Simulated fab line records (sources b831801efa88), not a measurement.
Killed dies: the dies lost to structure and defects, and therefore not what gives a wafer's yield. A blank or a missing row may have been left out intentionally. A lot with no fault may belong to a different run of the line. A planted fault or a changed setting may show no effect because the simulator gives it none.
Chamber matching -- flow gf180mcu -- GF_V4_CMP_26 on cmp-01 has 4 sister chambers
The step polishes, stops on SiO2, t overpolish 15 s, target thk 0 nm. 4 wafers are shown with their chamber, then 8 later ones without.

== WAFERS WITH THEIR CHAMBER ==
wafer,chamber,motor-current-A (A)
L768.2,1,11.0
L768.3,0,10.3
L768.6,2,11.5
L769.2,3,9.0

== WAFERS WHOSE CHAMBER IS MISSING ==
wafer,motor-current-A (A)
L769.4,10.5
L769.6,10.9
L772.3,10.2
L772.4,10.6
L772.5,9.9
L780.3,12.0
L780.4,8.7
L780.6,10.3

== WHICH CHAMBER EACH ONE RAN IN ==
wafer,from the rows above,in truth
L769.4,can't be placed: 0 or 1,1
L769.6,can't be placed: 1 or 0 or 2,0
L772.3,0,0
L772.4,can't be placed: 0 or 1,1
L772.5,can't be placed: 0 or 3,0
L780.3,can't be placed: 2 or 1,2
L780.4,3,3
L780.6,0,0
Correctly placed: 3 of 8. Cannot be placed on the basis of these rows: 5; the candidates contain the true chamber in 5. Wrongly placed: 0.
How it was worked out, from the rows above alone: a wafer's distance from a chamber is the root of the sum, over the readings, of the square of ((its reading less the chamber's mean) divided by the reading's scatter). If the next closest chamber is less than 2 further off than the closest, the wafer can't be placed; otherwise it belongs to the closest. Each chamber's mean is taken over the wafers shown for it. The scatter: with one shown wafer a chamber, the root of the mean of the squares of how far each hidden wafer lies from its nearest shown one.
